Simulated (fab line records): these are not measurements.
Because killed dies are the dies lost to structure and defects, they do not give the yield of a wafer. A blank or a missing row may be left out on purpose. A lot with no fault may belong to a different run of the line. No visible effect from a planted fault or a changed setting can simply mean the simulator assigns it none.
Matching of chambers + flow sky130 + SKY_VIA1_ETCH_14 on rie diel-01 has 4 sister chambers
The step etches BARC in N2/H2, stops on SiO2, time 45.9 s, target depth 60 nm. 18 wafers are shown with their chamber, then 9 later ones without.

EACH WAFER AND ITS CHAMBER
| wafer  | chamber | drypump motor current A (A) | throttle valve pct (%) | oes product au (a.u.) |
|--------|---------|-----------------------------|------------------------|-----------------------|
| L076.4 | 3       | 6.06                        | 13.232                 | 0.851                 |
| L076.5 | 0       | 5.44                        | 13.213                 | 0.858                 |
| L076.6 | 1       | 5.36                        | 13.228                 | 0.853                 |
| L078.2 | 3       | 6.05                        | 13.230                 | 0.862                 |
| L078.5 | 1       | 5.35                        | 13.227                 | 0.863                 |
| L078.6 | 3       | 6.04                        | 13.222                 | 0.859                 |
| L085.1 | 3       | 6.02                        | 13.231                 | 0.863                 |
| L085.4 | 0       | 5.45                        | 13.225                 | 0.859                 |
| L085.6 | 3       | 6.05                        | 13.223                 | 0.854                 |
| L084.2 | 3       | 6.03                        | 13.210                 | 0.866                 |
| L084.5 | 2       | 6.15                        | 13.232                 | 0.859                 |
| L084.6 | 3       | 6.00                        | 13.239                 | 0.858                 |
| L087.1 | 2       | 6.17                        | 13.232                 | 0.860                 |
| L087.2 | 1       | 5.36                        | 13.223                 | 0.858                 |
| L087.6 | 1       | 5.36                        | 13.214                 | 0.857                 |
| L089.3 | 0       | 5.42                        | 13.241                 | 0.867                 |
| L089.4 | 1       | 5.37                        | 13.218                 | 0.855                 |
| L089.6 | 3       | 6.06                        | 13.215                 | 0.862                 |

SIGNATURES, as means of the wafers listed above
| reading                 | chamber 0 | chamber 1 | chamber 2 | chamber 3 | scatter within a chamber |
|-------------------------|-----------|-----------|-----------|-----------|--------------------------|
| drypump motor current A | 5.4367    | 5.3600    | 6.1600    | 6.0388    | 0.0168                   |
| throttle valve pct      | 13.22633  | 13.22200  | 13.23200  | 13.22525  | 0.00918                  |
| oes product au          | 0.86133   | 0.85720   | 0.85950   | 0.85938   | 0.00445                  |
Rule: for a wafer and a chamber, the distance is found by dividing, reading by reading, the gap between the wafer's reading and the chamber's mean by the reading's scatter, squaring, summing and taking the root. If the next closest chamber is less than 2 further off than the closest, the wafer can't be placed; otherwise it belongs to the closest. The scatter: take each reading less its chamber's mean, square it, sum over the shown wafers, divide by the number of wafers less the number of chambers, and take the root.

WAFERS MISSING THEIR CHAMBER
| wafer  | drypump motor current A (A) | throttle valve pct (%) | oes product au (a.u.) |
|--------|-----------------------------|------------------------|-----------------------|
| L092.2 | 5.43                        | 13.232                 | 0.857                 |
| L092.5 | 5.43                        | 13.226                 | 0.858                 |
| L092.6 | 5.41                        | 13.236                 | 0.852                 |
| L094.1 | 5.43                        | 13.210                 | 0.866                 |
| L094.3 | 6.02                        | 13.227                 | 0.858                 |
| L094.6 | 5.36                        | 13.225                 | 0.856                 |
| L096.2 | 5.45                        | 13.234                 | 0.854                 |
| L096.4 | 6.03                        | 13.210                 | 0.853                 |
| L096.6 | 5.45                        | 13.228                 | 0.860                 |

WHICH CHAMBER EACH ONE RAN IN
| wafer  | from the rows above     | in truth |
|--------|-------------------------|----------|
| L092.2 | 0                       | 0        |
| L092.5 | 0                       | 0        |
| L092.6 | can't be placed: 0 or 1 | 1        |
| L094.1 | 0                       | 0        |
| L094.3 | 3                       | 3        |
| L094.6 | 1                       | 1        |
| L096.2 | 0                       | 0        |
| L096.4 | 3                       | 3        |
| L096.6 | 0                       | 0        |
Correctly placed: 8 of 9. Can't be placed from these rows: 1 (the true chamber is among the candidates in 1). Placed wrongly: 0.
